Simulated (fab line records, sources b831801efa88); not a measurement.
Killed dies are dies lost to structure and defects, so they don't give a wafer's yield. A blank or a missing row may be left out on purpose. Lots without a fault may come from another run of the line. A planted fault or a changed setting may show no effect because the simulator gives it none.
Which tool did it? | flow sfq_line | 13 lots, 39 wafers sampled, at 4 steps of a route of 325

WHAT THE GAUGES READ, wafer by wafer
The record holds no reading of a measuring or inspecting step that can be judged against a usual standard deviation.

WHICH TOOL RAN EACH LOT (tool, then ch and the chambers of the sampled wafers, then the start)
lot  | SFQ_TRILAYER_M5_STRIP_STRIP_127   | SFQ_TRILAYER_R5_DEP_SPUTTER_134 | SFQ_TRILAYER_I6_VIA_ETCH_VIA_ETCH_172 | SFQ_TRILAYER_I7_VIA_LITHO_EXPOSE_188
L303 | rie_metal-01 ch 0,1, day 70 06:17 | pvd_sputter-03, day 70 20:22    | rie_diel-03 ch 1,3, day 78 04:02      | krf_scanner-02 ch 0, day 86 12:53
L304 | rie_metal-01 ch 0,1, day 70 17:12 | pvd_sputter-04, day 71 06:41    | rie_diel-03 ch 1,2,3, day 78 06:26    | krf_scanner-02 ch 0, day 86 18:53
L305 | rie_metal-02 ch 0,1, day 70 19:41 | pvd_sputter-03, day 71 08:22    | rie_diel-04 ch 0,1,3, day 78 08:22    | krf_scanner-02 ch 0, day 86 21:17
L306 | rie_metal-03 ch 1, day 70 23:12   | pvd_sputter-06, day 71 12:41    | rie_diel-03 ch 0,1,3, day 78 10:20    | krf_scanner-02 ch 0, day 87 04:41
L307 | rie_metal-01 ch 0,1, day 71 05:24 | pvd_sputter-04, day 71 18:41    | rie_diel-04 ch 0,1,3, day 78 17:11    | krf_scanner-01 ch 0, day 87 11:08
L308 | rie_metal-01 ch 0,1, day 71 13:36 | pvd_sputter-06, day 72 02:28    | rie_diel-02 ch 0,1,3, day 78 23:12    | krf_scanner-01 ch 0, day 87 15:32
L309 | rie_metal-03 ch 1, day 71 14:48   | pvd_sputter-04, day 72 03:41    | rie_diel-02 ch 0,2, day 79 04:20      | krf_scanner-01 ch 0, day 87 21:32
L310 | rie_metal-01 ch 0,1, day 73 04:20 | pvd_sputter-06, day 73 09:16    | rie_diel-04 ch 0,1, day 79 11:12      | krf_scanner-01 ch 0, day 88 06:20
L311 | rie_metal-02 ch 0,1, day 73 10:20 | pvd_sputter-04, day 73 16:44    | rie_diel-03 ch 0,1,2, day 79 12:28    | krf_scanner-02 ch 0, day 88 10:56
L316 | rie_metal-03 ch 0,1, day 74 21:08 | pvd_sputter-06, day 75 09:14    | rie_diel-03 ch 0,1,3, day 80 18:57    | krf_scanner-01 ch 0, day 89 10:41
L317 | rie_metal-02 ch 0,1, day 76 14:40 | pvd_sputter-06, day 76 19:48    | rie_diel-02 ch 0,1,2, day 82 17:09    | krf_scanner-01 ch 0, day 90 16:19
L321 | rie_metal-01 ch 0,1, day 77 01:28 | pvd_sputter-04, day 77 06:36    | rie_diel-03 ch 1,2,3, day 83 05:59    | krf_scanner-02 ch 0, day 91 16:17
L324 | rie_metal-02 ch 0,1, day 77 08:40 | pvd_sputter-06, day 77 13:58    | rie_diel-04 ch 1,2,3, day 90 07:11    | krf_scanner-02 ch 0, day 94 12:16
- SFQ_TRILAYER_M5_STRIP_STRIP_127: strips in O2.
- SFQ_TRILAYER_R5_DEP_SPUTTER_134: material Ti, target thk 5 nm, time 5 s.
- SFQ_TRILAYER_I6_VIA_ETCH_VIA_ETCH_172: etches SiO2 in CHF3, stops on Nb, target depth 260 nm.
- SFQ_TRILAYER_I7_VIA_LITHO_EXPOSE_188: exposes mask I7, target cd 1000 nm.

WHAT THE TOOLS THEMSELVES READ (means of the sampled wafers that have a number; where no wafer has one, the mark that the record gives instead)
SFQ_TRILAYER_M5_STRIP_STRIP_127.
lot  | tool         | drypump_motor_current_A (A) | oes_product_au (a.u.)
L303 | rie_metal-01 | 5.5                         | 0.992
L304 | rie_metal-01 | 5.7                         | 0.997
L305 | rie_metal-02 | 6.2                         | 1.005
L306 | rie_metal-03 | 4.8                         | 0.993
L307 | rie_metal-01 | 5.7                         | 0.999
L308 | rie_metal-01 | 5.7                         | 1.006
L309 | rie_metal-03 | 4.9                         | 0.991
L310 | rie_metal-01 | 5.6                         | 0.993
L311 | rie_metal-02 | 6.1                         | 1.002
L316 | rie_metal-03 | 5.3                         | 0.993
L317 | rie_metal-02 | 6.2                         | 1.004
L321 | rie_metal-01 | 5.7                         | 1.001
L324 | rie_metal-02 | 6.1                         | 1.014

SFQ_TRILAYER_R5_DEP_SPUTTER_134.
lot  | tool           | chamber_pressure_pa (Pa) | throttle_valve_pct (%)
L303 | pvd_sputter-03 | 0.3997                   | 28.8
L304 | pvd_sputter-04 | 0.4002                   | 28.9
L305 | pvd_sputter-03 | 0.4005                   | 29.7
L306 | pvd_sputter-06 | 0.4001                   | 28.7
L307 | pvd_sputter-04 | 0.4002                   | 29.8
L308 | pvd_sputter-06 | 0.4005                   | 29.4
L309 | pvd_sputter-04 | 0.4009                   | 30.1
L310 | pvd_sputter-06 | 0.4005                   | 28.3
L311 | pvd_sputter-04 | 0.3999                   | 29.9
L316 | pvd_sputter-06 | 0.4001                   | 29.4
L317 | pvd_sputter-06 | 0.3994                   | 28.4
L321 | pvd_sputter-04 | 0.3993                   | 29.3
L324 | pvd_sputter-06 | 0.3995                   | 29.4

SFQ_TRILAYER_I6_VIA_ETCH_VIA_ETCH_172.
lot  | tool        | drypump_motor_current_A (A) | oes_product_au (a.u.) | rf_fwd_power_W (W)
L303 | rie_diel-03 | 5.3                         | 0.852                 | 515.0
L304 | rie_diel-03 | 5.9                         | 0.860                 | 513.6
L305 | rie_diel-04 | 5.3                         | 0.850                 | 515.2
L306 | rie_diel-03 | 5.6                         | 0.853                 | 513.3
L307 | rie_diel-04 | 5.3                         | 0.858                 | 513.5
L308 | rie_diel-02 | 6.0                         | 0.847                 | 513.8
L309 | rie_diel-02 | 5.9                         | 0.858                 | 512.4
L310 | rie_diel-04 | 5.5                         | 0.857                 | 515.3
L311 | rie_diel-03 | 6.1                         | 0.848                 | 511.9
L316 | rie_diel-03 | 5.6                         | 0.852                 | 514.7
L317 | rie_diel-02 | 6.2                         | 0.852                 | 514.5
L321 | rie_diel-03 | 5.8                         | 0.851                 | 513.4
L324 | rie_diel-04 | 5.5                         | 0.858                 | 512.8

SFQ_TRILAYER_I7_VIA_LITHO_EXPOSE_188.
lot  | tool           | exposure_dose_mJ_cm2
L303 | krf_scanner-02 | 21.314
L304 | krf_scanner-02 | 21.303
L305 | krf_scanner-02 | 21.312
L306 | krf_scanner-02 | 21.300
L307 | krf_scanner-01 | 21.280
L308 | krf_scanner-01 | 21.321
L309 | krf_scanner-01 | 17.442
L310 | krf_scanner-01 | 17.442
L311 | krf_scanner-02 | 21.279
L316 | krf_scanner-01 | 17.459
L317 | krf_scanner-01 | 17.450
L321 | krf_scanner-02 | 21.272
L324 | krf_scanner-02 | 21.296

THE ANSWER, worked out from the rows above alone
Rule: what is usual is taken from the lots themselves. Put in order of their means at a reading, lots are off if they are a third of the lots or fewer, leave a main group of 4 or more, and stand apart from it by a gap of 3 or more times the standard deviation of the main group's means; of several such gaps the widest counts. A main group whose means are all the same, to the digits that the tables above print for the reading, isn't used. A lot without any number at a reading at which 4 lots or more have one is off too. The other lots that the step has rows for count as sound. The gauges are gone through in route order, then the tools' own readings, and for those a lot's mean is taken as printed above. The first step at which some lot is off is used, and at that step the reading that is off furthest; a lot without a number counts as furthest.
Off: L309, L310, L316, L317, at SFQ_TRILAYER_I7_VIA_LITHO_EXPOSE_188 (exposure_dose_mJ_cm2). The main group: mean 21.297, standard deviation 0.016.
A tool fits if, at that step or a process step before it, it ran every lot that is off, and no sound lot after the first of them. One fits: krf_scanner-01 at SFQ_TRILAYER_I7_VIA_LITHO_EXPOSE_188. Its last sound lot is L308 (day 87 15:32), its first lot that is off L309 (day 87 21:32): a fault that began between those two fits.
The tool's own readings at SFQ_TRILAYER_I7_VIA_LITHO_EXPOSE_188 bear it out: on the lots that are off they differ by more than 5 times the standard deviation of the sound lots' means. exposure_dose_mJ_cm2 reads 17.448 there against 21.297 on the sound lots.

WHAT THE SIMULATOR HAD PUT IN
Process parameter drift: krf_scanner-01, from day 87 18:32 on, at SFQ_TRILAYER_I7_VIA_LITHO_EXPOSE_188. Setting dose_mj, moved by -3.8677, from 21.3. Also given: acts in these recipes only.
Lots struck among those shown: L309, L310, L316, L317. The rule above found the same.
